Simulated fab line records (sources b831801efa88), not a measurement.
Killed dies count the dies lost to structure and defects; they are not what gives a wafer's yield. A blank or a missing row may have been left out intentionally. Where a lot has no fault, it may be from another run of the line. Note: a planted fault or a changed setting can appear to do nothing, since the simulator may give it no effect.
fab line records    flow sfqLine
[record] lots = 6  wafers = 18  lastDay = 94
route steps=325 shown L0V@24 M0@28
lots untouched by any fault: they come from a run of this same line in which no faults occurred
startH: hours from the record's opening day to when the first of the lot's shown wafers began    waitH: hours elapsed since this lot's preceding step    " same as the row above    L1.1+2: several wafers, shown together as one row    - no value, or no start was given    * or withheld: withheld    < > ~ a bound
route shown NAME@n: a module of which the file shows steps, and the number in the route of the first    usual: average and standard deviation across the fault-free wafers    same: alike in all rows    chamber/n: place in a boat    sites: readings site by site    _std_site: how widely they spread, as a standard deviation    _edge_site: the outer-site mean with the inner-site mean subtracted    radiusMm: how far each site lies from the wafer's centre    mask NAME#n: copy n    behind: the tool/chamber that last shaped the wafer    hold: cause of the lot's hold/its duration in hours/its outcome    device: whichever transistor did not switch (one of n, p or np)    end of line: the tests these same wafers got at the end of their route    a step with no rows: only its recipe    killed: at the first sort, the dies lost to defects and structure; wafer yield is something else    map: a wafer's dies, x killed, . not, _ none there
set.NAME: the setting the step ran with; set.NAME@STEP: the setting that earlier step ran with    model.NAME: the simulator's own value behind a step, which no gauge read
certain route steps with their lots: each step a table, each wafer a row
services: a tool's chamber out of use, with start hour (startH, from the record's first day; less than 0 if before it), hours out, and reason
[[steps]]
[step SFQ_TRILAYER_L0_VIA_BARC_OPEN_VIA_ETCH_021]
[recipe] maskMaterial = PR  chemistry = O2  targetDepthNm = 125  target = BARC  sourceW = 500  biasW = 80  pressureMtorr = 30  timeS = 41.7
[usual] drypumpMotorCurrentA = 5.6/0.35  oesProductAu = 0.685/0.0047
lot.wafer  tool        chamber  startH  waitH  drypumpMotorCurrentA  oesProductAu  rfHoursCounterH
L720.1     rieDiel-03  1        113.35  0.0    5.8                   0.685         73
L720.4     "           3        "       "      5.1                   0.678         104
L720.6     "           2        "       "      5.6                   0.698         -
L729.3     rieDiel-01  0        171.05  0.0    5.2                   0.688         0
L729.4     "           1        "       "      6.1                   0.684         34
L729.6     "           2        "       "      5.6                   0.690         -
L734.3     rieDiel-04  1        217.20  0.0    5.2                   0.687         17
L734.4     "           0        "       "      5.0                   0.671         72
L734.6     "           0        "       "      5.0                   0.689         -
L735.3     rieDiel-01  2        220.80  0.0    5.6                   0.691         114
L735.4     "           0        "       "      5.2                   0.691         1
L735.5     "           2        "       "      5.6                   0.686         -
L737.4     rieDiel-03  1        237.15  0.0    5.8                   0.697         75
L737.5     "           0        "       "      5.9                   0.687         -
L737.6     "           3        "       "      5.1                   0.685         -
L739.2     rieDiel-03  0        245.55  0.0    5.9                   0.686         6
L739.3     "           3        "       "      5.1                   0.683         106
L739.4     "           2        "       "      5.6                   0.685         5
[step SFQ_TRILAYER_L0_VIA_ETCH_VIA_ETCH_016]
[recipe] target = SiO2  stopOn = MoNx_KI  maskMaterial = PR  chemistry = CHF3  targetDepthNm = 80  sourceW = 500  biasW = 80  pressureMtorr = 30  timeS = withheld
[usual] drypumpMotorCurrentA = 5.6/0.35  oesProductAu = 0.843/0.0073
lot.wafer  tool        chamber  startH  waitH  drypumpMotorCurrentA  oesProductAu
L720.1     rieDiel-03  1        113.39  0.0    5.8                   0.846
L720.4     "           3        "       "      5.1                   0.834
L720.6     "           2        "       "      5.6                   0.839
L729.3     rieDiel-01  0        171.09  0.0    5.2                   0.841
L729.4     "           1        "       "      6.1                   0.839
L729.6     "           2        "       "      5.6                   0.850
L734.3     rieDiel-04  1        217.24  0.0    5.1                   0.849
L734.4     "           0        "       "      5.0                   0.842
L734.6     "           0        "       "      5.0                   0.854
L735.3     rieDiel-01  2        220.84  0.0    5.6                   0.841
L735.4     "           0        "       "      5.2                   0.855
L735.5     "           2        "       "      5.6                   0.832
L737.4     rieDiel-03  1        237.19  0.0    5.8                   0.847
L737.5     "           0        "       "      5.9                   0.846
L737.6     "           3        "       "      5.1                   0.841
L739.2     rieDiel-03  0        245.59  0.0    5.9                   0.828
L739.3     "           3        "       "      5.1                   0.841
L739.4     "           2        "       "      5.6                   0.832
[step SFQ_TRILAYER_L0_VIA_STRIP_STRIP_017]
[recipe] gas = O2  powerW = 200  platenTempC = 40  overashFraction = 0.65  chemistry = O2  pressureMtorr = 50
[usual] drypumpMotorCurrentA = 6.1/0.38  oesProductAu = 0.996/0.0083
lot.wafer  tool         chamber  startH  waitH  drypumpMotorCurrentA  oesProductAu  rfHoursCounterH
L720.1     rieMetal-04  1        113.44  -      6.6                   0.996         143
L720.4     "            1        "       "      6.6                   1.014         -
L720.6     "            1        "       "      6.6                   0.996         -
L729.3     rieMetal-03  1        171.34  -      5.7                   0.999         -
L729.4     "            0        "       "      5.9                   1.002         -
L729.6     "            0        "       "      5.9                   1.003         -
L734.3     rieMetal-01  0        217.49  -      6.5                   0.995         -
L734.4     "            1        "       "      6.2                   0.997         -
L734.6     "            1        "       "      6.2                   0.996         -
L735.3     rieMetal-04  1        221.09  -      6.6                   1.007         -
L735.4     "            0        "       "      5.6                   1.005         -
L735.5     "            1        "       "      6.6                   0.997         -
L737.4     rieMetal-04  0        237.44  -      5.6                   1.006         -
L737.5     "            0        "       "      5.6                   1.004         -
L737.6     "            1        "       "      6.6                   0.998         -
L739.2     rieMetal-01  0        245.64  -      6.6                   0.998         71
L739.3     "            1        "       "      6.2                   0.995         -
L739.4     "            0        "       "      6.5                   0.992         -
[step SFQ_TRILAYER_L0_VIA_STRIP_SOLV_CLEAN_018]
[recipe] chemistry = NMP  tempC = 70  timeS = 600
[step SFQ_TRILAYER_M0_DEP_PRE_CLEAN_020]
[recipe] gas = Ar  timeS = 15  biasV = 250
[step SFQ_TRILAYER_M0_DEP_SPUTTER_019]
[recipe] material = Nb  basePressurePa = 1.33e-06  chamberPressurePa = 0.1333  substrateTempC = 20  resputterCathodeVoltageV = 400  targetThkNm = 200  powerW = 2000  timeS = 133.3
[usual] throttleValvePct = 29.4/0.79
lot.wafer  tool           chamber  startH  waitH  throttleValvePct
L720.1     pvdSputter-06  -        114.24  0.0    29.0
L720.4     "              -        "       "      28.9
L720.6     "              -        "       "      29.4
L729.3     pvdSputter-06  -        171.94  0.0    29.4
L729.4     "              -        "       "      29.6
L729.6     "              -        "       "      29.0
L734.3     pvdSputter-04  -        218.09  0.0    30.5
L734.4     "              -        "       "      28.7
L734.6     "              -        "       "      28.7
L735.3     pvdSputter-04  -        221.69  0.0    28.7
L735.4     "              -        "       "      30.5
L735.5     "              -        "       "      30.7
L737.4     pvdSputter-06  -        238.22  0.0    29.3
L737.5     "              -        "       "      29.7
L737.6     "              -        "       "      28.9
L739.2     pvdSputter-04  -        246.62  0.0    30.8
L739.3     "              -        "       "      30.7
L739.4     "              -        "       "      28.9
[step SFQ_M0_RS_MEAS_904]
[recipe] thkMeasGauge = four-point-probe  reads = Nb_of_TRILAYER_M0_DEP_SPUTTER_019
[usual] M0_NB_RS = 0.891/0.011
lot.wafer  tool          chamber  startH  waitH  M0_NB_RS[ohm/sq]
L720.1     filmMetro-04  -        114.33  0.0    0.903
L720.4     "             -        "       "      0.907
L720.6     "             -        "       "      0.903
L729.3     filmMetro-04  -        172.07  0.1    0.905
L729.4     "             -        "       "      0.921
L729.6     "             -        "       "      0.903
L734.3     filmMetro-02  -        218.22  0.1    0.874
L734.4     "             -        "       "      0.872
L734.6     "             -        "       "      0.875
L735.3     filmMetro-04  -        221.82  0.1    0.875
L735.4     "             -        "       "      0.881
L735.5     "             -        "       "      0.871
L737.4     filmMetro-04  -        238.37  0.1    0.885
L737.5     "             -        "       "      0.886
L737.6     "             -        "       "      0.884
L739.2     filmMetro-03  -        246.73  0.1    0.891
L739.3     "             -        "       "      0.889
L739.4     "             -        "       "      0.888
[step SFQ_TRILAYER_M0_LITHO_COAT_026]
[recipe] resist = BARC  spinRpm = 3000  resistThkNm = 62
[step SFQ_TRILAYER_M0_LITHO_COAT_021]
[recipe] resist = KrF  spinRpm = 3000  resistThkNm = 600
[step SFQ_TRILAYER_M0_LITHO_SOFTBAKE_025]
[recipe] tempC = withheld  timeS = withheld  resist = KrF
[step SFQ_TRILAYER_M0_LITHO_EXPOSE_022]
[recipe] maskId = M0  na = 0.6  sourceShape = conventional  sigmaOuter = 0.65  targetCdNm = 500  doseMj = 14.4
[step SFQ_TRILAYER_M0_LITHO_PEB_024]
[recipe] pebTempC = 115  pebTimeS = 60  resist = KrF
[usual] heaterPowerTotalW = 79.15/0.069  resistLineTempC = 22.98/0.11
lot.wafer  tool           chamber  startH  waitH  heaterPowerTotalW  resistLineTempC
L720.1     lithoTrack-04  0        150.32  1.0    79.02              22.82
L720.4     "              0        "       "      79.11              22.92
L720.6     "              0        "       "      79.16              23.02
L729.3     lithoTrack-02  0        221.72  0.7    79.20              23.04
L729.4     "              0        "       "      79.12              23.10
L729.6     "              0        "       "      79.01              23.20
L734.3     lithoTrack-02  0        264.47  0.7    83.95              22.84
L734.4     "              0        "       "      84.00              23.00
L734.6     "              0        "       "      83.86              22.93
L735.3     lithoTrack-02  0        269.27  0.7    83.94              23.24
L735.4     "              0        "       "      83.81              22.98
L735.5     "              0        "       "      83.94              23.12
L737.4     lithoTrack-04  0        284.89  0.5    79.03              22.92
L737.5     "              0        "       "      79.24              22.96
L737.6     "              0        "       "      79.19              22.90
L739.2     lithoTrack-03  0        292.04  0.8    79.14              22.78
L739.3     "              0        "       "      79.21              23.04
L739.4     "              0        "       "      79.19              22.93
[step SFQ_TRILAYER_M0_LITHO_DEVELOP_023]
[recipe] timeS = 60  resist = KrF
[step SFQ_M0_OVL_MEAS_906]
[usual] M0_OVL = -3/5.3
lot.wafer  tool        chamber  startH  waitH  M0_OVL[nm]
L720.1     overlay-02  -        150.62  0.1    -9
L720.4     "           -        "       "      -11
L720.6     "           -        "       "      -8
L729.3     overlay-01  -        221.98  0.1    0
L729.4     "           -        "       "      -8
L729.6     "           -        "       "      -6
L734.3     overlay-01  -        264.73  0.1    3
L734.4     "           -        "       "      -7
L734.6     "           -        "       "      -1
L735.3     overlay-02  -        269.53  0.1    9
L735.4     "           -        "       "      5
L735.5     "           -        "       "      14
L737.4     overlay-02  -        285.14  0.1    -3
L737.5     "           -        "       "      -5
L737.6     "           -        "       "      -8
L739.2     overlay-01  -        292.32  0.1    -1
L739.3     "           -        "       "      -15
L739.4     "           -        "       "      -3
[step SFQ_TRILAYER_M0_BARC_OPEN_METAL_ETCH_031]
[recipe] maskMaterial = PR  chemistry = O2  targetDepthNm = 125  target = BARC  icpW = 600  biasW = 80  pressureMtorr = 10  timeS = 41.7
[usual] drypumpMotorCurrentA = 5.6/0.61  oesProductAu = 0.684/0.0048
lot.wafer  tool         chamber  startH  waitH  drypumpMotorCurrentA  oesProductAu  rfHoursCounterH  model.M0.cdNm
L720.1     rieMetal-02  0        150.65  0.0    4.6                   0.686         73               499.7
L720.4     "            0        "       "      4.6                   0.689         -                499
L720.6     "            1        "       "      5.2                   0.680         -                499.6
L729.3     rieMetal-02  0        222.02  0.0    4.6                   0.699         -                499.8
L729.4     "            1        "       "      5.2                   0.677         -                500.9
L729.6     "            1        "       "      5.3                   0.691         -                498.9
L734.3     rieMetal-04  0        264.77  0.0    5.6                   0.680         -                526.9
L734.4     "            1        "       "      6.6                   0.678         -                527.7
L734.6     "            0        "       "      5.6                   0.682         -                525.7
L735.3     rieMetal-03  0        269.57  0.0    5.9                   0.685         -                527.8
L735.4     "            1        "       "      5.7                   0.689         -                528.2
L735.5     "            0        "       "      5.9                   0.687         -                527.7
L737.4     rieMetal-04  1        285.17  0.0    6.6                   0.687         -                503.7
L737.5     "            0        "       "      5.6                   0.683         -                503
L737.6     "            1        "       "      6.6                   0.682         -                502.5
L739.2     rieMetal-03  1        292.35  0.0    5.7                   0.686         43               499.3
L739.3     "            1        "       "      5.7                   0.679         -                499.5
L739.4     "            0        "       "      5.9                   0.685         -                500.5
[step SFQ_TRILAYER_M0_ETCH_METAL_ETCH_024]
[recipe] target = Nb  stopOn = SiO2  maskMaterial = PR  chemistry = Cl2/Ar  targetDepthNm = 240  icpW = 600  biasW = 80  pressureMtorr = 10  timeS = 120
[usual] drypumpMotorCurrentA = 5.6/0.61  oesProductAu = 0.893/0.0075
lot.wafer  tool         chamber  startH  waitH  drypumpMotorCurrentA  oesProductAu  rfHoursCounterH  model.M0.cdNm
L720.1     rieMetal-02  0        150.71  0.0    4.6                   0.883         74               499.8
L720.4     "            0        "       "      4.6                   0.883         -                499
L720.6     "            1        "       "      5.2                   0.893         -                500.9
L729.3     rieMetal-02  0        222.11  0.1    4.6                   0.885         -                499.3
L729.4     "            1        "       "      5.3                   0.877         -                501.4
L729.6     "            1        "       "      5.3                   0.893         -                500.3
L734.3     rieMetal-04  0        264.86  0.1    5.6                   0.904         -                526.6
L734.4     "            1        "       "      6.6                   0.901         -                527.2
L734.6     "            0        "       "      5.6                   0.910         -                525.4
L735.3     rieMetal-03  0        269.66  0.1    5.9                   0.899         -                529.4
L735.4     "            1        "       "      5.7                   0.900         -                526.5
L735.5     "            0        "       "      5.9                   0.912         -                528.2
L737.4     rieMetal-04  1        285.26  0.1    6.6                   0.901         -                504.1
L737.5     "            0        "       "      5.6                   0.896         -                504.3
L737.6     "            1        "       "      6.6                   0.895         -                503.6
L739.2     rieMetal-03  1        292.41  0.0    5.7                   0.895         43               497.1
L739.3     "            1        "       "      5.7                   0.882         -                498.1
L739.4     "            0        "       "      5.9                   0.894         -                501
[step SFQ_TRILAYER_M0_STRIP_STRIP_025]
[recipe] gas = O2  powerW = 200  platenTempC = 40  overashFraction = 0.65  chemistry = O2  pressureMtorr = 50
[usual] drypumpMotorCurrentA = 5.6/0.61  oesProductAu = 0.996/0.0079
lot.wafer  tool         chamber  startH  waitH  drypumpMotorCurrentA  oesProductAu  rfHoursCounterH
L720.1     rieMetal-02  0        150.84  0.1    4.6                   1.008         74
L720.4     "            0        "       "      4.6                   0.998         -
L720.6     "            1        "       "      5.2                   0.983         -
L729.3     rieMetal-02  0        222.39  0.2    4.6                   0.996         -
L729.4     "            1        "       "      5.3                   0.998         -
L729.6     "            1        "       "      5.3                   1.003         -
L734.3     rieMetal-04  0        265.14  0.2    5.6                   0.995         -
L734.4     "            1        "       "      6.6                   0.980         -
L734.6     "            0        "       "      5.6                   0.993         -
L735.3     rieMetal-03  0        269.94  0.2    5.9                   0.985         -
L735.4     "            1        "       "      5.7                   0.990         -
L735.5     "            0        "       "      5.9                   0.987         -
L737.4     rieMetal-04  1        285.54  0.2    6.6                   0.990         -
L737.5     "            0        "       "      5.6                   1.011         -
L737.6     "            1        "       "      6.6                   0.995         -
L739.2     rieMetal-03  1        292.54  0.1    5.7                   0.992         44
L739.3     "            1        "       "      5.7                   0.998         -
L739.4     "            0        "       "      5.9                   0.987         -
[[services]]
tool           chamber  startH  hours  kind
rieMetal-03    -        102.54  0.8    repair
rieDiel-03     -        103.73  3.7    repair
rieMetal-02    1        114.82  10.3   repair
rieDiel-01     0        121.76  1.4    repair
rieDiel-01     -        122.69  15.6   pm
rieDiel-01     0        138.29  -      clean
rieMetal-01    -        149.82  0.7    repair
rieDiel-04     2        156.76  6.0    repair
rieDiel-04     -        180.08  0.7    repair
rieDiel-01     -        185.95  1.1    repair
pvdSputter-04  -        189.04  4.2    repair
pvdSputter-04  -        190.33  2.2    repair
rieDiel-04     1        194.51  2.6    repair
rieMetal-04    0        204.06  15.5   repair
rieMetal-01    -        223.73  14.6   pm
pvdSputter-04  -        228.27  13.5   repair
rieDiel-01     -        229.71  14.6   pm
rieMetal-03    0        247.44  -      clean
rieMetal-03    0        247.44  16.0   scheduledDown
rieMetal-03    0        247.44  16.0   ventCycle
rieMetal-03    0        265.87  2.5    repair
rieDiel-01     2        268.36  10.2   repair
rieDiel-04     -        280.05  2.8    pm
rieDiel-03     0        289.13  4.0    repair
[[key]]
[firstSign] step = SFQ_TRILAYER_M0_LITHO_PEB_024  reading = heaterPowerTotalW  direction = up  sigmas = 69  usual = 79.15  struck = 83.92
effect none on later readings
[modelEffect] step = SFQ_TRILAYER_M0_BARC_OPEN_METAL_ETCH_031  value = M0.cdNm  without = 501.1  struck = 527.3
[modelEffect] step = SFQ_TRILAYER_M0_ETCH_METAL_ETCH_024  value = M0.cdNm  without = 500.9  struck = 527.2
metAt SFQ_TRILAYER_M0_LITHO_PEB_024
struckWafers L734.3,L734.4,L734.6,L735.3,L735.4,L735.5
onsetBetween 221.72 264.47
[fault] kind = processParameterDrift  tool = lithoTrack-02  chamber = -  onsetH = 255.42  steps = SFQ_TRILAYER_M0_LITHO_PEB_024  channel = pebTimeS  offset = *  shape = step  endH = 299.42  actsIn = *  stated = *
